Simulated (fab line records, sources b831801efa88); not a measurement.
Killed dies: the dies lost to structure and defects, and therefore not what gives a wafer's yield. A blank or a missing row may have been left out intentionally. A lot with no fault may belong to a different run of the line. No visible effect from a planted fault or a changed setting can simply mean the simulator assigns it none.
fab line records | flow sky130
record: lots: 5 | wafers: 15 | lastDay: 50
route steps=708 shown LOCAL_INTERCONNECT@396 CONTACT@406 PAD_OPEN@708
lots that met no fault: taken from a fault-free run of the same line
startH: hours from the record's first day to the start of the lot's first wafer shown | waitH: time in hours since the lot's previous step | " identical to the entry in the row above | L1.1+2: a single row standing in for several wafers | - no value, or no start was given | * or withheld: withheld | < > ~ a bound
route shown NAME@n: NAME is a module with steps in the file, n the number in the route of the first one | usual: mean and standard deviation over wafers with no fault | same: alike in all rows | chamber/n: place in a boat | sites: each site's reading | _std_site: standard deviation of those values | _edge_site: inner sites' mean taken away from outer sites' mean | radiusMm: for every site, how far away it sits from the centre of the wafer | mask NAME#n: copy n | behind: tool/chamber where the wafer was last shaped | hold: why the lot was held/for how many hours/how that ended | device: whichever transistor did not switch (one of n, p or np) | end of line: at the end of the route, the tests of the same wafers | step lacking rows: just its recipe | killed: count of dies lost to structure and defects at first sort (not the wafer's yield) | map: dies across one wafer; x = killed, . = not, _ = none there
set.NAME: the setting that was run; set.NAME@STEP: the one run at that earlier step | model.NAME: the simulator's own value behind a step, which no gauge read
lots at selected steps of the route; one table per step, one row per wafer
services: when a tool's chamber went out of use (startH, in hours from the record's first day, below 0 if earlier), for how many hours, and the reason
== steps ==
step: SKY_LOCAL_INTERCONNECT_PEB_09
recipe: pebTempC: withheld | pebTimeS: withheld | resist: KrF-thick
step: SKY_LOCAL_INTERCONNECT_DEVELOP_10
recipe: developTimeS: 60 | resist: KrF-thick | devTempC: 21
step: SKY_LOCAL_INTERCONNECT_CD_MEAS_11
recipe: targetCdNm: 170
usual: cdNm: 169.8/1.6
lot.wafer | tool     | chamber | startH | waitH | cdNm
L443.2    | cdSem-01 | -       | 722.15 | -     | 170.4
L443.3    | "        | -       | "      | "     | 171.0
L443.5    | "        | -       | "      | "     | 169.5
L459.3    | cdSem-02 | -       | 845.51 | -     | 167.8
L459.4    | "        | -       | "      | "     | 167.6
L459.6    | "        | -       | "      | "     | 169.0
L460.1    | cdSem-01 | -       | 850.58 | -     | 169.0
L460.5    | "        | -       | "      | "     | 168.7
L460.6    | "        | -       | "      | "     | 168.2
L461.2    | cdSem-01 | -       | 857.24 | -     | 170.1
L461.4    | "        | -       | "      | "     | 169.2
L461.6    | "        | -       | "      | "     | 170.6
L463.1    | cdSem-02 | -       | 871.92 | -     | 168.9
L463.3    | "        | -       | "      | "     | 169.1
L463.6    | "        | -       | "      | "     | 169.9
step: SKY_LOCAL_INTERCONNECT_OVL_MEAS_12
usual: LOCAL_INTERCONNECT_OVL: 2/5.6
lot.wafer | tool       | chamber | startH | waitH | LOCAL_INTERCONNECT_OVL[nm]
L443.2    | overlay-01 | -       | 722.25 | 0.1   | 12
L443.3    | "          | -       | "      | "     | 14
L443.5    | "          | -       | "      | "     | 7
L459.3    | overlay-01 | -       | 845.61 | 0.1   | -2
L459.4    | "          | -       | "      | "     | 9
L459.6    | "          | -       | "      | "     | 2
L460.1    | overlay-01 | -       | 850.70 | 0.1   | -3
L460.5    | "          | -       | "      | "     | -12
L460.6    | "          | -       | "      | "     | 3
L461.2    | overlay-01 | -       | 857.35 | 0.1   | 2
L461.4    | "          | -       | "      | "     | 6
L461.6    | "          | -       | "      | "     | 6
L463.1    | overlay-01 | -       | 872.04 | 0.1   | 7
L463.3    | "          | -       | "      | "     | 9
L463.6    | "          | -       | "      | "     | 3
step: SKY_LOCAL_INTERCONNECT_ETCH_13
recipe: chemistry: N2/H2 | target: BARC | ionEnergyEv: 200 | biasW: 100 | pressureMtorr: 30 | n2FlowSccm: 100 | h2FlowSccm: 200 | icpW: 500 | stopOn: SiO2 | timeS: 45.9 | targetDepthA: 600
usual: drypumpMotorCurrentA: 6.15/0.22 | oesProductAu: 0.855/0.0047 | throttleValvePct: 13.225/0.0092
lot.wafer | tool        | chamber | startH | waitH | drypumpMotorCurrentA | oesProductAu | rfHoursCounterH | throttleValvePct
L443.2    | rieMetal-01 | 0       | 722.30 | 0.0   | 6.29                 | 0.851        | -               | 13.212
L443.3    | "           | 0       | "      | "     | 6.31                 | 0.852        | -               | 13.228
L443.5    | "           | 0       | "      | "     | 6.27                 | 0.848        | -               | 13.219
L459.3    | rieMetal-03 | 0       | 845.65 | 0.0   | 5.97                 | 0.858        | -               | 13.211
L459.4    | "           | 1       | "      | "     | 5.64                 | 0.857        | -               | 13.249
L459.6    | "           | 0       | "      | "     | 6.00                 | 0.855        | -               | 13.227
L460.1    | rieMetal-01 | 1       | 850.73 | 0.0   | 6.05                 | 0.852        | 16              | 13.209
L460.5    | "           | 0       | "      | "     | 6.33                 | 0.853        | -               | 13.225
L460.6    | "           | 1       | "      | "     | 6.07                 | 0.864        | -               | 13.221
L461.2    | rieMetal-01 | 0       | 857.41 | 0.1   | 6.28                 | 0.851        | -               | 13.243
L461.4    | "           | 0       | "      | "     | 6.26                 | 0.843        | -               | 13.228
L461.6    | "           | 0       | "      | "     | 6.28                 | 0.852        | -               | 13.221
L463.1    | rieMetal-01 | 0       | 872.07 | 0.0   | 6.26                 | 0.857        | 12              | 13.230
L463.3    | "           | 1       | "      | "     | 6.08                 | 0.860        | -               | 13.220
L463.6    | "           | 0       | "      | "     | 6.27                 | 0.853        | -               | 13.239
step: SKY_LOCAL_INTERCONNECT_METAL_ETCH_14
recipe: targetDepthNm: 110 | stopOn: PSG | chemistry: Cl2/BCl3 | target: TiN | resistSidewallDeg: 88 | pressureMtorr: 10 | icpW: 900 | biasW: 48.5 | Cl2_flow_sccm: 60 | bcl3FlowSccm: 30 | timeS: 31.4
usual: drypumpMotorCurrentA: 6.14/0.22 | oesProductAu: 0.942/0.0077 | throttleValvePct: 21.900/0.011
lot.wafer | tool        | chamber | startH | waitH | drypumpMotorCurrentA | oesProductAu | rfHoursCounterH | throttleValvePct
L443.2    | rieMetal-01 | 0       | 722.43 | 0.1   | 6.27                 | 0.936        | -               | 21.913
L443.3    | "           | 0       | "      | "     | 6.25                 | 0.937        | -               | 21.897
L443.5    | "           | 0       | "      | "     | 6.26                 | 0.953        | -               | 21.914
L459.3    | rieMetal-03 | 0       | 845.71 | 0.0   | 6.01                 | 0.926        | -               | 21.911
L459.4    | "           | 1       | "      | "     | 5.63                 | 0.944        | -               | 21.907
L459.6    | "           | 0       | "      | "     | 5.95                 | 0.948        | -               | 21.899
L460.1    | rieMetal-01 | 1       | 850.82 | 0.1   | 6.07                 | 0.949        | 16              | 21.903
L460.5    | "           | 0       | "      | "     | 6.27                 | 0.944        | -               | 21.877
L460.6    | "           | 1       | "      | "     | 6.04                 | 0.946        | -               | 21.905
L461.2    | rieMetal-01 | 0       | 857.57 | 0.1   | 6.29                 | 0.946        | -               | 21.895
L461.4    | "           | 0       | "      | "     | 6.27                 | 0.949        | -               | 21.894
L461.6    | "           | 0       | "      | "     | 6.26                 | 0.943        | -               | 21.888
L463.1    | rieMetal-01 | 0       | 872.13 | 0.0   | 6.30                 | 0.937        | 12              | 21.887
L463.3    | "           | 1       | "      | "     | 6.04                 | 0.939        | -               | 21.909
L463.6    | "           | 0       | "      | "     | 6.31                 | 0.955        | -               | 21.895
step: SKY_LOCAL_INTERCONNECT_STRIP_15
recipe: chemistry: O2/N2 | powerW: 1400 | pressureMtorr: 1500 | platenTempC: withheld | o2FlowSccm: 3000 | n2FlowSccm: 300 | overashFraction: 0.5
usual: drypumpMotorCurrentA: 5.6/0.58 | oesProductAu: 0.427/0.0047 | stripTimeToEndpointS: 4.715/0.021
same: overashFraction: 0.5
lot.wafer | tool           | chamber | startH | waitH | drypumpMotorCurrentA | oesProductAu | rfHoursCounterH | stripTimeToEndpointS
L443.2    | plasmaAsher-03 | 1       | 722.51 | 0.1   | 5.3                  | 0.420        | 89              | 4.714
L443.3    | "              | 0       | "      | "     | 5.8                  | 0.433        | -               | 4.695
L443.5    | "              | 0       | "      | "     | 5.8                  | 0.424        | -               | 4.696
L459.3    | plasmaAsher-03 | 0       | 845.78 | 0.1   | 5.8                  | 0.436        | -               | 4.705
L459.4    | "              | 1       | "      | "     | 5.3                  | 0.424        | -               | 4.716
L459.6    | "              | 0       | "      | "     | 5.8                  | 0.427        | -               | 4.714
L460.1    | plasmaAsher-01 | 1       | 850.89 | 0.0   | 5.5                  | 0.426        | 67              | 4.729
L460.5    | "              | 0       | "      | "     | 6.2                  | 0.436        | -               | 4.682
L460.6    | "              | 1       | "      | "     | 5.5                  | 0.426        | -               | 4.721
L461.2    | plasmaAsher-04 | 0       | 857.69 | 0.1   | 6.5                  | 0.427        | 12              | 4.672
L461.4    | "              | 1       | "      | "     | 4.7                  | 0.424        | -               | 4.666
L461.6    | "              | 1       | "      | "     | 4.7                  | 0.431        | -               | 4.687
L463.1    | plasmaAsher-04 | 0       | 872.19 | 0.0   | 6.5                  | 0.428        | 13              | 4.681
L463.3    | "              | 1       | "      | "     | 4.7                  | 0.427        | -               | 4.702
L463.6    | "              | 1       | "      | "     | 4.7                  | 0.421        | -               | 4.709
step: SKY_LOCAL_INTERCONNECT_STRIP_16
recipe: chemistry: postEtchResidueRemover | timeS: 1200 | tempC: 72.5
step: SKY_LOCAL_INTERCONNECT_CLEAN_17
recipe: chemistry: IPA | timeS: 180 | tempC: 25
step: SKY_LOCAL_INTERCONNECT_CLEAN_18
recipe: chemistry: O3/DIW | dry: n2Spin
step: SKY_CONTACT_CVD_00
recipe: material: Si3N4 | targetThkNm: 75 | tempC: 400 | timeS: withheld | rfW: 450
usual: heaterPowerW: 762/130
lot.wafer | tool     | chamber | startH | waitH | heaterPowerW
L443.2    | pecvd-03 | 1       | 723.10 | 0.0   | 582
L443.3    | "        | 0       | "      | "     | 870
L443.5    | "        | 1       | "      | "     | 591
L459.3    | pecvd-04 | 2       | 846.35 | 0.0   | 1022
L459.4    | "        | 2       | "      | "     | 1018
L459.6    | "        | 1       | "      | "     | 556
L460.1    | pecvd-03 | 1       | 851.50 | 0.0   | 601
L460.5    | "        | 1       | "      | "     | 601
L460.6    | "        | 2       | "      | "     | 843
L461.2    | pecvd-02 | 2       | 858.28 | 0.0   | 907
L461.4    | "        | 2       | "      | "     | 895
L461.6    | "        | 0       | "      | "     | 860
L463.1    | pecvd-03 | 2       | 872.78 | 0.0   | 790
L463.3    | "        | 2       | "      | "     | 783
L463.6    | "        | 0       | "      | "     | 836
step: SKY_CONTACT_THK_MEAS_01
recipe: reads: Si3N4_of_CONTACT_CVD_00
usual: CONTACT_CVD_00_THK: 74.9/1.2
lot.wafer | tool         | chamber | startH | waitH | CONTACT_CVD_00_THK[nm]
L443.2    | filmMetro-01 | -       | 723.15 | -     | 74.0
L443.3    | "            | -       | "      | "     | 74.5
L443.5    | "            | -       | "      | "     | 75.8
L459.3    | filmMetro-04 | -       | 846.40 | -     | 73.8
L459.4    | "            | -       | "      | "     | 74.9
L459.6    | "            | -       | "      | "     | 74.9
L460.1    | filmMetro-02 | -       | 851.53 | -     | 75.4
L460.5    | "            | -       | "      | "     | 75.9
L460.6    | "            | -       | "      | "     | 73.6
L461.2    | filmMetro-01 | -       | 858.33 | -     | 73.9
L461.4    | "            | -       | "      | "     | 75.0
L461.6    | "            | -       | "      | "     | 74.5
L463.1    | filmMetro-01 | -       | 872.83 | -     | 71.5
L463.3    | "            | -       | "      | "     | 72.2
L463.6    | "            | -       | "      | "     | 75.1
step: SKY_CONTACT_HDPCVD_02
recipe: material: SiO2 | targetThkNm: 565 | sigmaOpenFrac: 0.3 | timeS: 94.2 | tempC: 600 | sih4FlowSccm: 60 | pressureMtorr: 6
usual: sih4FlowSccm: 59.98/0.18
lot.wafer | tool      | chamber | startH | waitH | sih4FlowSccm | model.SiO2_of_CONTACT_HDPCVD_02.thkNm
L443.2    | hdpcvd-02 | 0       | 723.20 | 0.0   | 47.82        | 445.4
L443.3    | "         | 2       | "      | "     | 59.99        | 566
L443.5    | "         | 1       | "      | "     | 59.89        | 572.9
L459.3    | hdpcvd-01 | 1       | 846.44 | 0.0   | 59.86        | 565.5
L459.4    | "         | 1       | "      | "     | 59.76        | 570.6
L459.6    | "         | 0       | "      | "     | 59.85        | 560.4
L460.1    | hdpcvd-02 | 2       | 851.59 | 0.1   | 59.81        | 567.8
L460.5    | "         | 0       | "      | "     | 59.93        | 570.9
L460.6    | "         | 1       | "      | "     | 60.06        | 573.6
L461.2    | hdpcvd-01 | 0       | 858.38 | 0.0   | 59.87        | 559.6
L461.4    | "         | 2       | "      | "     | 59.99        | 557.8
L461.6    | "         | 1       | "      | "     | 59.84        | 560.8
L463.1    | hdpcvd-01 | 0       | 872.89 | 0.1   | 59.89        | 561
L463.3    | "         | 1       | "      | "     | 59.59        | 568.6
L463.6    | "         | 2       | "      | "     | 60.07        | 563.9
step: SKY_CONTACT_THK_MEAS_03
recipe: reads: SiO2_of_CONTACT_HDPCVD_02
usual: CONTACT_HDPCVD_THK: 566/5.2
lot.wafer | tool         | chamber | startH | waitH | CONTACT_HDPCVD_THK[nm]
L443.2    | filmMetro-04 | -       | 723.28 | 0.0   | 445
L443.3    | "            | -       | "      | "     | 566
L443.5    | "            | -       | "      | "     | 573
L459.3    | filmMetro-01 | -       | 846.53 | 0.1   | 565
L459.4    | "            | -       | "      | "     | 570
L459.6    | "            | -       | "      | "     | 560
L460.1    | filmMetro-01 | -       | 851.66 | 0.0   | 568
L460.5    | "            | -       | "      | "     | 571
L460.6    | "            | -       | "      | "     | 574
L461.2    | filmMetro-04 | -       | 858.46 | 0.0   | 559
L461.4    | "            | -       | "      | "     | 558
L461.6    | "            | -       | "      | "     | 561
L463.1    | filmMetro-02 | -       | 872.96 | 0.0   | 561
L463.3    | "            | -       | "      | "     | 569
L463.6    | "            | -       | "      | "     | 564
step: SKY_CONTACT_CMP_04
recipe: material: SiO2 | downForcePsi: 4 | platenRpm: 60 | padVelocityMS: 0.94248
usual: motorCurrentA: 12.6/1.8 | slurryFilterDpKPa: 13.51/0.15 | slurryFlowMlMin: 150.0/0.47 | timeToEndpointS: 81/4.1
lot.wafer | tool   | chamber | startH | waitH | motorCurrentA | slurryFilterDpKPa | slurryFlowMlMin | timeToEndpointS
L443.3    | cmp-01 | 1       | 723.38 | 0.1   | 13.9          | 13.46             | 149.4           | 81
L443.2    | "      | 2       | "      | "     | 14.2          | 13.46             | 150.1           | 37
L443.5    | "      | 0       | "      | "     | 11.6          | 13.31             | 149.9           | 79
L459.4    | cmp-02 | 3       | 846.57 | 0.0   | 14.7          | 13.30             | 150.0           | 82
L459.3    | "      | 1       | "      | "     | 11.4          | 13.66             | 150.9           | 84
L459.6    | "      | 3       | "      | "     | 14.4          | 13.35             | 150.2           | 80
L460.1    | cmp-01 | 1       | 851.87 | 0.2   | 13.5          | 13.61             | 150.3           | 82
L460.6    | "      | 2       | "      | "     | 14.0          | 13.57             | 150.1           | 85
L460.5    | "      | 3       | "      | "     | 9.8           | 13.57             | 149.3           | 80
L461.2    | cmp-02 | 3       | 858.51 | 0.0   | 15.3          | 13.37             | 150.4           | 77
L461.4    | "      | 0       | "      | "     | 11.2          | 13.89             | 150.1           | 72
L461.6    | "      | 3       | "      | "     | 14.4          | 13.73             | 150.2           | 83
L463.1    | cmp-01 | 3       | 873.07 | 0.1   | 9.2           | 13.54             | 150.6           | 78
L463.3    | "      | 0       | "      | "     | 12.0          | 13.69             | 149.5           | 78
L463.6    | "      | 3       | "      | "     | 9.9           | 13.48             | 150.6           | 76
step: SKY_CONTACT_BOW_MEAS_05
recipe: mode: bow
usual: CONTACT_BOW: 81/8.1
lot.wafer | tool         | chamber | startH | waitH | CONTACT_BOW[um]
L443.2    | filmMetro-01 | -       | 723.65 | 0.2   | 88
L443.3    | "            | -       | "      | "     | 82
L443.5    | "            | -       | "      | "     | 95
L459.3    | filmMetro-02 | -       | 846.91 | 0.2   | 78
L459.4    | "            | -       | "      | "     | 74
L459.6    | "            | -       | "      | "     | 80
L460.1    | filmMetro-04 | -       | 852.02 | 0.1   | 76
L460.5    | "            | -       | "      | "     | 83
L460.6    | "            | -       | "      | "     | 81
L461.2    | filmMetro-01 | -       | 858.83 | 0.3   | 80
L461.4    | "            | -       | "      | "     | 78
L461.6    | "            | -       | "      | "     | 73
L463.1    | filmMetro-02 | -       | 873.32 | 0.2   | 87
L463.3    | "            | -       | "      | "     | 82
L463.6    | "            | -       | "      | "     | 96
step: SKY_PAD_OPEN_PROBE_99
usual: killed_at_M0_to_M3: 43/6.4 | killed_at_M4_up: 2.9/1.7 | killedAtContacts: 24/5 | killedAtFrontEnd: 15/4 | killedAtOther: 0.4/0.62 | killedDies: 86/9.3 | killedOpen: 47/6.8 | killedShort: 38/5.8
same: grossDies: 492 | killedAtBackSide: 0
lot.wafer | tool      | chamber | startH  | waitH | killed_at_M0_to_M3 | killed_at_M4_up | killedAtContacts | killedAtFrontEnd | killedAtOther | killedDies | killedOpen | killedShort
L459.3    | prober-02 | -       | 1177.10 | 0.2   | 29                 | 2               | 32               | 13               | 0             | 76         | 42         | 34
L459.4    | prober-02 | -       | 1177.15 | 0.2   | 40                 | 6               | 26               | 13               | 0             | 85         | 48         | 37
L459.6    | prober-02 | -       | 1177.25 | 0.2   | 46                 | 4               | 18               | 17               | 0             | 85         | 53         | 32
L460.1    | prober-01 | -       | 1180.40 | 0.1   | 32                 | 6               | 22               | 11               | 0             | 71         | 37         | 34
L460.5    | prober-01 | -       | 1180.60 | 0.2   | 48                 | 3               | 31               | 11               | 0             | 93         | 61         | 32
L460.6    | prober-01 | -       | 1180.65 | 0.2   | 47                 | 0               | 18               | 21               | 0             | 86         | 41         | 44
killed by level:class
L459.3 CONTACT:geometricParticle:open=14 VIA1:geometricParticle:open=8 FIELD_ISO:geometricParticle:short=6 CONTACT:geometricParticle:short=6 LOCAL_INTERCONNECT:geometricParticle:short=5 VIA3:geometricParticle:open=5 LI_CONTACT:geometricParticle:open=4 METAL2:geometricParticle:open=4
L459.4 CONTACT:geometricParticle:open=12 VIA1:geometricParticle:open=7 METAL1:geometricParticle:short=6 VIA3:geometricParticle:open=6 FIELD_ISO:geometricParticle:open=5 LI_CONTACT:geometricParticle:open=5 VIA2:geometricParticle:open=5 METAL3:geometricParticle:short=5
L459.6 VIA2:geometricParticle:open=14 VIA3:geometricParticle:open=8 CONTACT:geometricParticle:open=6 VIA1:geometricParticle:open=5 FIELD_ISO:geometricParticle:open=4 POLY_GATE:geometricParticle:short=4 CONTACT:geometricParticle:short=4 VIA2:geometricParticle:short=4
L460.1 CONTACT:geometricParticle:open=9 VIA1:geometricParticle:open=8 VIA3:geometricParticle:open=7 LI_CONTACT:geometricParticle:open=6 POLY_GATE:geometricParticle:short=5 METAL3:geometricParticle:short=5 METAL4:geometricParticle:short=4 LOCAL_INTERCONNECT:geometricParticle:short=3
L460.5 CONTACT:geometricParticle:open=16 VIA1:geometricParticle:open=12 VIA2:geometricParticle:open=10 VIA3:geometricParticle:open=7 METAL2:geometricParticle:short=6 LOCAL_INTERCONNECT:geometricParticle:short=5 LI_CONTACT:geometricParticle:open=5 VIA1:geometricParticle:short=5
L460.6 VIA1:geometricParticle:open=10 FIELD_ISO:geometricParticle:open=7 METAL2:geometricParticle:short=7 FIELD_ISO:geometricParticle:short=6 CONTACT:geometricParticle:short=6 VIA3:geometricParticle:open=5 CONTACT:geometricParticle:open=5 METAL1:geometricParticle:short=5
== services ==
tool           | chamber | startH | hours | kind
pecvd-03       | 2       | 699.77 | 3.6   | repair
rieMetal-01    | 1       | 708.70 | 19.3  | repair
hdpcvd-01      | -       | 718.18 | 6.0   | pm
hdpcvd-02      | -       | 724.21 | 0.8   | repair
cmp-01         | -       | 732.94 | 5.1   | pm
plasmaAsher-04 | -       | 733.75 | 9.0   | pm
pecvd-04       | -       | 745.24 | 1.4   | repair
cmp-02         | -       | 751.43 | 4.0   | pm
hdpcvd-01      | -       | 756.36 | 4.3   | pm
hdpcvd-01      | 0       | 761.16 | 1.7   | repair
plasmaAsher-03 | -       | 765.19 | 2.8   | pm
cmp-01         | -       | 781.66 | 5.1   | pm
hdpcvd-01      | 1       | 782.89 | 8.8   | repair
plasmaAsher-04 | -       | 784.45 | 4.2   | repair
cmp-01         | -       | 788.21 | 1.5   | repair
plasmaAsher-01 | -       | 794.23 | 10.0  | pm
cmp-02         | -       | 809.67 | 6.1   | repair
cmp-02         | -       | 821.56 | 0.5   | repair
plasmaAsher-01 | -       | 827.18 | 2.3   | repair
pecvd-02       | -       | 838.65 | 2.4   | repair
cmp-02         | -       | 848.98 | 3.1   | repair
cmp-02         | -       | 852.05 | 6.3   | pm
rieMetal-01    | 1       | 852.15 | 1.1   | repair
pecvd-02       | 2       | 871.81 | 18.3  | repair
== key ==
firstSign: step: SKY_CONTACT_HDPCVD_02 | reading: sih4FlowSccm | direction: down | sigmas: 67 | usual: 59.98 | struck: 47.82
effect: step: SKY_CONTACT_THK_MEAS_03 | reading: CONTACT_HDPCVD_THK | direction: down | sigmas: 23 | usual: 566 | struck: 445
effect: step: SKY_CONTACT_CMP_04 | reading: timeToEndpointS | direction: down | sigmas: 11 | usual: * | struck: *
modelEffect: step: SKY_CONTACT_HDPCVD_02 | value: SiO2_of_CONTACT_HDPCVD_02.thkNm | without: 558.4 | struck: 445.4
metAt SKY_CONTACT_HDPCVD_02
struckWafers L443.2
testerLeftOut L443
fault: kind: processParameterDrift | tool: hdpcvd-02 | chamber: 0 | onsetH: 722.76 | steps: SKY_CONTACT_HDPCVD_02 | channel: sih4FlowSccm | offset: -12 | shape: step | endH: 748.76 | actsIn: theseRecipesOnly | stated: 60
testerLeftOut: of these lots the tester's yield and bins aren't shown, on N5 and GAA mostly nor the transistor test; their killed dies are dies lost to structure and defects alone, not to doping, threshold or leakage, so they don't give the yield
